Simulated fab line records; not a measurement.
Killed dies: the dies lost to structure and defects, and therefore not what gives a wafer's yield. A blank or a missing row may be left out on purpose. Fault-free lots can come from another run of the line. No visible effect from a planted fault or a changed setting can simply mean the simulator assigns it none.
The tool behind it: which one? -- flow sky130 -- Sampling: 12 lots, 36 wafers, 4 of 708 route steps

## WHAT EACH GAUGE READ, for each wafer
SKY_FIELD_ISO_THK_MEAS_04. Usual: for FIELD_ISO_CVD_03_THK the level is 164.8 nm and the standard deviation is 1.7.
lot,measured,on,FIELD_ISO_CVD_03_THK (nm),flag
L778,day 2 04:44,film_metro-01,164.0 164.9 164.6,
L779,day 2 11:08,film_metro-04,164.0 164.7 164.8,
L781,day 2 20:38,film_metro-01,163.6 162.6 163.0,
L782,day 3 01:13,film_metro-04,163.7 161.7 163.0,
L784,day 3 11:10,film_metro-04,168.3 167.9 167.2,
L785,day 3 15:33,film_metro-04,165.3 166.5 166.8,
L786,day 3 21:05,film_metro-04,164.9 165.7 164.9,
L789,day 4 13:44,film_metro-04,164.2 164.5 164.7,
L790,day 4 20:04,film_metro-01,164.9 164.5 164.7,
L791,day 5 01:29,film_metro-02,166.4 165.5 165.9,
L797,day 6 03:52,film_metro-01,166.7 167.6 168.3,
L798,day 6 10:29,film_metro-01,165.0 166.6 164.9,

SKY_NWELL_RS_MEAS_29: measures by four-point-probe. Usual: for NWELL_RS the level is 625.1 ohm/sq and the standard deviation is 1.4.
lot,measured,on,NWELL_RS (ohm/sq),flag
L778,day 6 00:11,film_metro-02,624.9 624.2 624.8,
L779,day 6 09:44,film_metro-03,623.9 626.4 625.1,
L781,day 6 18:44,film_metro-03,623.9 624.6 624.5,
L782,day 7 02:26,film_metro-04,624.8 624.6 625.0,
L784,day 7 16:02,film_metro-03,627.8 626.6 626.9,
L785,day 8 01:55,film_metro-04,626.9 623.6 625.3,
L786,day 8 08:45,film_metro-03,623.1 623.5 624.5,
L789,day 8 22:32,film_metro-03,626.3 627.6 626.4,
L790,day 9 05:20,film_metro-04,626.5 627.2 626.9,
L791,day 9 12:49,film_metro-04,624.5 623.6 625.8,
L797,day 10 20:03,film_metro-04,624.3 624.1 627.3,
L798,day 11 10:50,film_metro-02,624.7 625.1 624.9,

SKY_SONOS_ONO_THK_MEAS_01. Usual: for SONOS_ONO_OXIDATION_THK the level is 2.59 nm and the standard deviation is 0.053.
lot,measured,on,SONOS_ONO_OXIDATION_THK (nm),flag
L778,day 12 11:53,film_metro-04,2.62 2.59 2.63,
L779,day 12 21:55,film_metro-02,2.64 2.55 2.58,
L781,day 13 13:58,film_metro-02,2.69 2.65 2.62,
L782,day 13 19:46,film_metro-02,2.70 2.67 2.73,
L784,day 14 13:41,film_metro-04,2.55 2.65 2.56,
L785,day 15 02:09,film_metro-04,2.63 2.65 2.56,
L786,day 15 12:08,film_metro-02,2.53 2.51 2.53,
L789,day 16 03:32,film_metro-01,2.20 2.26 2.31 2.23 2.21 2.26,OFF
L790,day 16 15:29,film_metro-02,2.65 2.61 2.61,
L791,day 17 01:37,film_metro-04,2.12 2.07 2.14 2.19 2.13 2.09,OFF
L797,day 18 18:05,film_metro-02,2.53 2.61 2.56,
L798,day 19 11:58,film_metro-02,2.56 2.59 2.54,

## EACH LOT AND THE TOOL THAT RAN IT (in order: tool; ch and the chambers of the sampled wafers; start)
lot,SKY_SONOS_ONO_OXIDATION_00
L778,"furnace-01 ch 0, day 12 10:32"
L779,"furnace-02 ch 0, day 12 20:34"
L781,"furnace-02 ch 0, day 13 12:37"
L782,"furnace-02 ch 0, day 13 18:25"
L784,"furnace-01 ch 0, day 14 12:20"
L785,"furnace-02 ch 0, day 15 00:47"
L786,"furnace-01 ch 0, day 15 10:47"
L789,"furnace-02 ch 0, day 16 02:12"
L790,"furnace-01 ch 0, day 16 14:08"
L791,"furnace-02 ch 0, day 17 00:16"
L797,"furnace-01 ch 0, day 18 16:43"
L798,"furnace-01 ch 0, day 19 10:37"
- SKY_SONOS_ONO_OXIDATION_00: stabilise 600 s, purge 300 s, target thk 2.6 nm.

## AS READ BY THE TOOLS THEMSELVES (means over the sampled wafers that have a number; for cases with no such wafer, the mark the record gives instead)
SKY_SONOS_ONO_OXIDATION_00. Usual: ramp_down_c_per_min at 3.0000, with a standard deviation of 0.00058.
lot,tool,ramp_down_c_per_min,flag
L778,furnace-01,3.0000,
L779,furnace-02,3.0008,
L781,furnace-02,2.9999,
L782,furnace-02,3.0008,
L784,furnace-01,2.9999,
L785,furnace-02,3.0005,
L786,furnace-01,2.9994,
L789,furnace-02,2.9996,
L790,furnace-01,3.0002,
L791,furnace-02,2.9994,
L797,furnace-01,3.0002,
L798,furnace-01,2.9994,

## THE ANSWER, worked out from the rows above alone
Rule: take the mean of a lot's wafers that have a number; if it is more than 3 standard deviations from the usual mean, the lot is off. Also off: a lot with no number at a reading for which 4 or more lots have one. All remaining lots with rows at the step are treated as sound. First the gauges in route order, then the tools' own readings, where a lot's mean is used as printed above. The first step at which some lot is off is used, and at that step the reading that is off furthest; a lot without a number counts as furthest.
Off: L789, L791, at SKY_SONOS_ONO_THK_MEAS_01 (SONOS_ONO_OXIDATION_THK).
If a tool, at a process step before that reading, ran all the lots that are off and no sound lot after the first of them, it fits. Those tools and the gauges at SKY_SONOS_ONO_THK_MEAS_01 are tried in the same way. One fits: furnace-02 at SKY_SONOS_ONO_OXIDATION_00. A fault onset in the window from L785 (day 15 00:47, its last sound lot) to L789 (day 16 02:12, its first lot off) fits.

## WHAT THE SIMULATOR HAD INSERTED
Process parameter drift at SKY_SONOS_ONO_OXIDATION_00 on furnace-02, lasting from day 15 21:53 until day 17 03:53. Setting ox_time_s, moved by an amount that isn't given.
Struck lots among those shown: L789, L791. Same finding as the rule above.
